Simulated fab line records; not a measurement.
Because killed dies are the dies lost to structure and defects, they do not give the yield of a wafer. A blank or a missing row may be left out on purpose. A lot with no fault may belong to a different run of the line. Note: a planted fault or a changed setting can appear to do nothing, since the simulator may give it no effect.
Problem report in the 8D (eight disciplines) form, filled by code    flow sfqLine    the parts of the form that need people (team, actions taken, sign-off) are left out

1. THE PROBLEM
Mean of oesProductAu at SFQ_TRILAYER_M6_BARC_OPEN_METAL_ETCH_206: 0.847 a.u. across 2 wafers in 2 lots; on wafers with no fault it is 0.684 a.u. (standard deviation 0.0044). Measured from the usual mean, that is +37 standard deviations.
The step: etches BARC in O2, target depth 125 nm, time 41.7 s.
First seen on wafer L711.2, day 72 05:11, on rieMetal-03. The record holds 17 wafers of 6 lots with a number at this step. The rule behind "out" and "out of limits": a value lying over 4 standard deviations away from the usual mean. The rest of the wafers with a number are treated as sound.

2. WHAT THIS IS AND IS NOT
question                     is                        is not
which readings at this step  oesProductAu, runLengthS  drypumpMotorCurrentA
which lots                   L711, L713                L695, L697, L705, L715
which wafers of those lots   L711.2, L713.2            L711.3, L713.1, L713.5
read on which tools          rieMetal-03               rieMetal-01, rieMetal-04
when                         from day 72 05:11         up to then (10 sound wafers); but 5 sound wafers of L713, L715 came after

3. SUSPECTS, AND WHAT RULES EACH OUT
Counting: if a tool at a process step up to the reading ran every lot that is out, it stays a suspect. Sound lots after the first of them don't rule it out here, since some wafers of a struck lot are sound.
- rieMetal-03 at SFQ_TRILAYER_M6_BARC_OPEN_METAL_ETCH_206 (etches BARC in O2, target depth 125 nm, time 41.7 s): kept. It processed each lot that is out (first: L711, day 72 05:11); up to then, its last sound lot is L697 (day 64 03:07). Its own oesProductAu, runLengthS readings are out on those wafers.
The count leaves rieMetal-03 at SFQ_TRILAYER_M6_BARC_OPEN_METAL_ETCH_206.

4. THE CAUSE (what the simulator had put in)
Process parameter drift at SFQ_TRILAYER_M6_BARC_OPEN_METAL_ETCH_206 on rieMetal-03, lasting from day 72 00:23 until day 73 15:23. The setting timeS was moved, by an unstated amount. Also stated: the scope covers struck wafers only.
The count eliminated every tool but this one.

5. THE CHAIN OF EFFECTS, in route order
Rows list readings where the struck wafers' mean (over those with a number) sits beyond 3 standard deviations from the usual. Readings are gone through only where the record gives a usual standard deviation; hours: the median, over the lots, of the time from a lot's start at the first step in this table giving one to that lot's start at this step; sigmas: the change measured in usual standard deviations.
hours  step                                      reading       usual       on struck wafers  change  sigmas
0      SFQ_TRILAYER_M6_BARC_OPEN_METAL_ETCH_206  oesProductAu  0.684 a.u.  0.847             +0.162  +37
0      SFQ_TRILAYER_M6_BARC_OPEN_METAL_ETCH_206  runLengthS    70.1 s      59.9              -10.2   -27
The process steps in it:
- SFQ_TRILAYER_M6_BARC_OPEN_METAL_ETCH_206: etches BARC in O2, target depth 125 nm, time 41.7 s.

6. HOW IT WOULD HAVE BEEN CAUGHT EARLIER
The fault began at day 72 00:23; the first out-of-limits reading in this record came at day 72 05:11, 5 hours later.
